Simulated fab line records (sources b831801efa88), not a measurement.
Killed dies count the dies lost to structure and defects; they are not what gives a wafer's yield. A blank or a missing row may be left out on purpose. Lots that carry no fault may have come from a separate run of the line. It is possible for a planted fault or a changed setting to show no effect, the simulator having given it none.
Which tool did it?	flow gf180mcu	12 lots, 36 wafers sampled, at 5 steps of a route of 602

== WHAT EACH GAUGE READ, for each wafer ==
GF_HV_LDD_THK_MEAS_55. Usual: HV_LDD_CVD_54_THK typically reads 10.01 nm, with standard deviation 0.12.
lot	measured	on	HV_LDD_CVD_54_THK (nm)	flag
L288	day 12 10:50	film metro-01	9.76 9.87 9.81	
L290	day 12 23:31	film metro-03	9.93 10.06 10.06	
L291	day 13 07:37	film metro-03	9.96 10.09 9.91	
L292	day 13 15:34	film metro-01	10.21 10.07 10.13	
L294	day 14 07:22	film metro-04	9.94 9.96 10.01	
L296	day 14 20:18	film metro-04	10.01 10.04 9.86	
L300	day 16 17:23	film metro-01	9.87 9.83 10.05	
L307	day 18 19:46	film metro-04	9.87 10.01 10.11	
L308	day 19 01:55	film metro-04	10.21 10.12 10.18	
L310	day 19 20:45	film metro-04	9.99 10.09 10.09	
L309	day 19 21:47	film metro-03	10.10 10.05 10.12	
L311	day 20 09:34	film metro-03	10.23 10.20 10.18	

GF_PSD_RS_MEAS_14: the measuring method here is four-point-probe. Usual: NSD_RS typically reads 46.16 ohm/sq, with standard deviation 0.079.
lot	measured	on	NSD_RS (ohm/sq)	flag
L288	day 14 04:50	film metro-04	46.09 46.30 46.30	
L290	day 14 19:09	film metro-03	46.00 45.99 46.08	
L291	day 15 03:02	film metro-02	46.18 46.07 46.16	
L292	day 15 11:23	film metro-03	46.24 46.19 46.23	
L294	day 16 04:40	film metro-03	46.06 46.17 46.16	
L296	day 16 19:01	film metro-04	46.88 46.98 46.95	OFF
L300	day 18 17:37	film metro-02	46.88 46.73 46.85	OFF
L307	day 20 22:43	film metro-03	46.26 46.26 46.17	
L308	day 21 04:24	film metro-04	46.13 46.04 46.02	
L310	day 22 00:03	film metro-02	46.20 46.20 46.16	
L309	day 22 00:19	film metro-02	46.20 46.18 46.31	
L311	day 22 10:49	film metro-04	46.03 46.19 46.20	

GF_SAB_THK_MEAS_01. Usual: SAB_CVD_00_THK typically reads 49.7 nm, with standard deviation 0.72.
lot	measured	on	SAB_CVD_00_THK (nm)	flag
L288	day 14 05:06	film metro-02	49.8 48.6 50.1	
L290	day 14 19:25	film metro-02	49.7 49.6 51.3	
L291	day 15 03:18	film metro-01	50.1 49.9 50.7	
L292	day 15 11:38	film metro-02	49.3 50.0 50.1	
L294	day 16 04:55	film metro-02	49.6 50.7 49.2	
L296	day 16 19:16	film metro-02	49.6 50.6 49.4	
L300	day 18 17:52	film metro-03	48.2 49.6 49.3	
L307	day 20 22:58	film metro-02	49.8 50.3 48.6	
L308	day 21 04:39	film metro-02	47.9 49.1 50.4	
L310	day 22 00:23	film metro-01	49.6 48.8 49.8	
L309	day 22 00:34	film metro-01	49.1 50.0 49.1	
L311	day 22 11:06	film metro-03	49.3 49.4 49.1	

== WHAT TOOL EACH LOT RAN ON (gives the tool, then ch and the chambers of the sampled wafers, and finally the start) ==
lot	GF_HV_LDD_STRIP_37	GF_NSD_IMPLANT_10
L288	plasma asher-03 ch 0,1, day 11 13:32	implanter-02 ch 0, day 13 08:06
L290	plasma asher-02 ch 0,1, day 12 03:02	implanter-01 ch 0, day 13 21:30
L291	plasma asher-04 ch 0,1, day 12 10:20	implanter-03 ch 0, day 14 05:16
L292	plasma asher-04 ch 0,1, day 12 17:34	implanter-03 ch 0, day 14 13:55
L294	plasma asher-02 ch 0,1, day 13 09:29	implanter-02 ch 0, day 15 06:14
L296	plasma asher-03 ch 0,1, day 13 21:27	implanter-03 ch 0, day 15 20:01
L300	plasma asher-02 ch 0,1, day 15 17:23	implanter-03 ch 0, day 17 17:11
L307	plasma asher-02 ch 0,1, day 17 17:44	implanter-02 ch 0, day 19 22:19
L308	plasma asher-04 ch 0,1, day 18 00:11	implanter-01 ch 0, day 20 04:05
L310	plasma asher-02 ch 0,1, day 18 19:01	implanter-01 ch 0, day 21 00:02
L309	plasma asher-04 ch 0,1, day 18 19:59	implanter-03 ch 0, day 21 00:14
L311	plasma asher-04 ch 0,1, day 19 07:56	implanter-02 ch 0, day 21 11:03
- GF_HV_LDD_STRIP_37: strips in O2/N2.
- GF_NSD_IMPLANT_10

== WHAT THE TOOLS THEMSELVES READ (means of the sampled wafers that have a number; where no wafer has one, the mark that the record gives instead) ==
GF_HV_LDD_STRIP_37. Usual: chamber pressure mTorr 1500.0 mTorr, standard deviation 1.4; drypump motor current A 5.7 A, standard deviation 0.39; heater power w 330 W, standard deviation 24; oes product au 0.716 a.u., standard deviation 0.0047; strip time to endpoint s 12.63 s, standard deviation 0.031.
lot	tool	chamber pressure mTorr (mTorr)	drypump motor current A (A)	heater power w (W)	oes product au (a.u.)	strip time to endpoint s (s)	flag
L288	plasma asher-03	1500.5	6.0	324	0.717	12.63	
L290	plasma asher-02	1500.1	5.6	355	0.713	12.62	
L291	plasma asher-04	1500.3	5.6	325	0.720	12.66	
L292	plasma asher-04	1499.3	5.8	329	0.715	12.68	
L294	plasma asher-02	1499.1	5.6	355	0.710	12.61	
L296	plasma asher-03	1500.6	5.8	305	0.717	12.62	
L300	plasma asher-02	1501.0	5.4	346	0.718	12.64	
L307	plasma asher-02	1500.2	5.4	343	0.711	12.63	
L308	plasma asher-04	1499.6	5.8	329	0.712	12.66	
L310	plasma asher-02	1500.7	5.6	349	0.716	12.65	
L309	plasma asher-04	1500.0	5.8	327	0.716	12.63	
L311	plasma asher-04	1499.8	5.8	327	0.715	12.63	

GF_NSD_IMPLANT_10. Usual: beam energy keV 39.998, standard deviation 0.013; dose ions cm2 4.999e+14, standard deviation 6.1e+11; faraday current uA 2789, standard deviation 50.
lot	tool	beam energy keV	dose ions cm2	faraday current uA	flag
L288	implanter-02	39.995	4.998e+14	2834	
L290	implanter-01	40.015	4.998e+14	2782	
L291	implanter-03	40.009	5.011e+14	2809	
L292	implanter-03	39.986	5.001e+14	2801	
L294	implanter-02	40.013	5.006e+14	2807	
L296	implanter-03	39.997	4.378e+14	2422	OFF
L300	implanter-03	40.015	4.378e+14	2494	OFF
L307	implanter-02	39.998	4.992e+14	2781	
L308	implanter-01	39.996	4.992e+14	2837	
L310	implanter-01	39.992	5.007e+14	2814	
L309	implanter-03	39.992	5.003e+14	2758	
L311	implanter-02	39.996	5.002e+14	2791	

== THE ANSWER, worked out from the rows above alone ==
Rule: take the mean of a lot's wafers that have a number; if it is more than 3 standard deviations from the usual mean, the lot is off. Also off: a lot with no number at a reading for which 4 or more lots have one. The other lots that the step has rows for count as sound. After the gauges, taken in route order, come the tools' own readings; for these a lot's mean is taken, as printed above. The first step at which some lot is off is used, and at that step the reading that is off furthest; a lot without a number counts as furthest.
Off: at GF_PSD_RS_MEAS_14 (NSD_RS), L296, L300.
If a tool, at a process step before that reading, ran all the lots that are off and no sound lot after the first of them, it fits. Not tried: the gauges at GF_PSD_RS_MEAS_14; whatever is off there is also off at GF_NSD_IMPLANT_10, on other tools, and gauge error can't account for it. None of those tried fits.

== WHAT HAD BEEN PUT IN BY THE SIMULATOR ==
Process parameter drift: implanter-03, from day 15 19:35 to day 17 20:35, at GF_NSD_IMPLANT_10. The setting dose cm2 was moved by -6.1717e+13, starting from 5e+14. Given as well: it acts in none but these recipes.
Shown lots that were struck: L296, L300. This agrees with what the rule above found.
